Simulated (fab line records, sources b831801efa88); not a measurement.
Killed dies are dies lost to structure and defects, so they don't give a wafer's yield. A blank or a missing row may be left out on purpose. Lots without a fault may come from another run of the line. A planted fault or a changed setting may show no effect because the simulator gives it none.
fab line records | flow sfq_line
record lots=13 wafers=38 last_day=92
route steps=325 shown M6@255
lots that met no fault: from a run of the same line without faults
start_h: hours from the record's first day to the start of the lot's first wafer shown | wait_h: hours since the lot's step before | " the same as in the row above | L1.1+2: a row that stands for several wafers | - no value, or no start given | * or withheld: withheld | < > ~ a bound
route shown NAME@n: a module of which the file shows steps, and the number in the route of the first | usual: mean/standard deviation of fault-free wafers | same: alike in all rows | chamber/n: place in a boat | sites: the reading at each site | _std_site: their standard deviation | _edge_site: outer sites' mean less inner sites' | radius_mm: how far each site lies from the wafer's centre | mask NAME#n: copy n | behind: the tool/chamber that last shaped the wafer | hold: why the lot was held/for how many hours/how that ended | device: the transistor (n, p or np) that didn't switch | end of line: the same wafers' tests at the end of the route | a step without rows: its recipe alone | killed: dies lost to structure and defects at the first sort, not the wafer's yield | map: a wafer's dies, x killed, . not, _ none there
set.NAME: the setting as run; set.NAME@STEP: as run at that earlier step | model.NAME: the simulator's own value behind a step, which no gauge read
steps of the route over a sample of lots; a table a step, a row a wafer
services: from which hour (start_h, from the record's first day; less than 0 if before it) a tool's chamber was out of use, for how many hours, and why
## steps
# step SFQ_TRILAYER_M6_LITHO_COAT_164
# recipe resist=BARC spin_rpm=3000 resist_thk_nm=62
# columns lot.wafer tool chamber start_h wait_h
L671.2+5+6 litho_track-02 0 1680.42 0.1
L672.1+4+5 litho_track-01 0 1683.70 0.1
L673.3+4+6 litho_track-02 0 1687.40 0.1
L674.4+5+6 litho_track-03 0 1688.65 0.2
L675.4+5+6 litho_track-03 0 1694.65 0.2
L676.1+2+4 litho_track-03 0 1696.90 0.1
L677.2+3+6 litho_track-02 0 1699.35 0.1
L681.1+3+4 litho_track-03 0 1709.03 0.1
L685.1+2 litho_track-03 0 1718.63 0.1
L688.1+3+6 litho_track-02 0 1783.22 0.1
L689.2+5+6 litho_track-01 0 1787.07 0.1
L690.1+3+5 litho_track-02 0 1828.99 0.1
L693.2+3+5 litho_track-01 0 1848.49 0.1
# step SFQ_TRILAYER_M6_BARC_OPEN_METAL_ETCH_206
# recipe mask_material=PR chemistry=O2 target_depth_nm=125 target=BARC icp_w=600 bias_w=80 pressure_mtorr=10 time_s=41.7
# usual chamber_pressure_mTorr=9.999/0.0097 drypump_motor_current_A=5.76/0.3 oes_product_au=0.685/0.005
# columns lot.wafer tool chamber start_h wait_h chamber_pressure_mTorr drypump_motor_current_A oes_product_au rf_hours_counter_h
L671.2 rie_metal-01 1 1788.97 0.0 10.017 5.44 0.690 89
L671.5 " 0 " " 10.010 5.54 0.684 -
L671.6 " 1 " " 10.007 5.44 0.690 -
L672.1 rie_metal-02 1 1793.77 0.0 10.012 6.28 0.682 82
L672.4 " 0 " " 9.996 5.50 0.677 -
L672.5 " 0 " " 10.012 5.49 0.685 -
L673.3 rie_metal-02 1 1796.19 0.0 10.001 6.28 0.689 -
L673.4 " 0 " " 10.016 5.49 0.679 -
L673.6 " 0 " " 10.007 5.49 0.684 -
L674.4 rie_metal-03 0 1797.39 0.0 10.001 5.91 0.686 -
L674.5 " 1 " " 10.001 5.71 0.685 -
L674.6 " 0 " " 9.999 5.89 0.686 -
L675.4 rie_metal-02 1 1802.19 0.0 10.010 6.28 0.683 -
L675.5 " 1 " " 10.003 6.29 0.685 -
L675.6 " 0 " " 9.985 5.50 0.690 -
L676.1 rie_metal-03 0 1804.57 0.0 10.002 5.90 0.691 92
L676.2 " 1 " " 10.010 5.78 0.691 57
L676.4 " 0 " " 9.991 5.93 0.694 -
L677.2 rie_metal-01 0 1805.77 0.0 9.998 5.51 0.684 115
L677.3 " 1 " " 10.004 5.42 0.677 -
L677.6 " 0 " " 9.997 5.54 0.683 -
L681.1 rie_metal-01 1 1815.37 0.0 10.015 5.44 0.682 96
L681.3 " 1 " " 9.983 5.44 0.691 -
L681.4 " 0 " " 10.000 5.50 0.686 -
L685.1 rie_metal-01 1 1826.17 0.0 10.003 5.44 0.679 98
L685.2 " 0 " " 9.988 5.50 0.703 120
L688.1 rie_metal-03 1 1888.36 0.0 9.994 5.76 0.688 71
L688.3 " 1 " " 10.000 5.74 0.683 -
L688.6 " 0 " " 10.005 5.93 0.681 -
L689.2 rie_metal-01 1 1892.60 0.0 10.003 5.44 0.686 108
L689.5 " 1 " " 9.990 5.44 0.679 -
L689.6 " 0 " " 9.990 5.52 0.684 -
L690.1 rie_metal-01 0 1920.20 0.0 9.992 5.51 0.684 133
L690.3 " 0 " " 10.000 5.53 0.685 -
L690.5 " 1 " " 9.995 5.42 0.677 -
L693.2 rie_metal-03 0 1949.25 0.0 9.989 5.91 0.688 113
L693.3 " 0 " " 10.002 5.91 0.684 -
L693.5 " 1 " " 10.011 5.78 0.676 -
## services
# columns tool chamber start_h hours kind
rie_metal-03 - 1668.01 2.4 repair
rie_metal-03 - 1672.82 28.1 pm
rie_metal-03 - 1716.63 1.1 repair
rie_metal-02 1 1848.49 3.1 repair
rie_metal-03 - 1921.86 2.8 pm
rie_metal-01 0 1930.72 - clean
rie_metal-01 0 1930.72 - consumable_replace:focus_ring
rie_metal-01 0 1930.72 17.0 scheduled_down
rie_metal-01 0 1930.72 17.0 vent_cycle
## key
first_sign step=SFQ_TRILAYER_M6_BARC_OPEN_METAL_ETCH_206 reading=oes_product_au direction=up sigmas=3.6 usual=0.685 struck=0.703
effect none on later readings
met_at SFQ_TRILAYER_M6_LITHO_COAT_164
struck_lots L685
struck_wafers L685.2
onset_between 1709.03 1718.63
fault kind=process_parameter_drift tool=litho_track-03 chamber=- onset_h=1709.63 steps=SFQ_TRILAYER_M6_LITHO_COAT_164 channel=resist_thk_nm offset=4.1861 shape=step end_h=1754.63 scope=struck_wafers_only acts_in=these_recipes_only stated=62
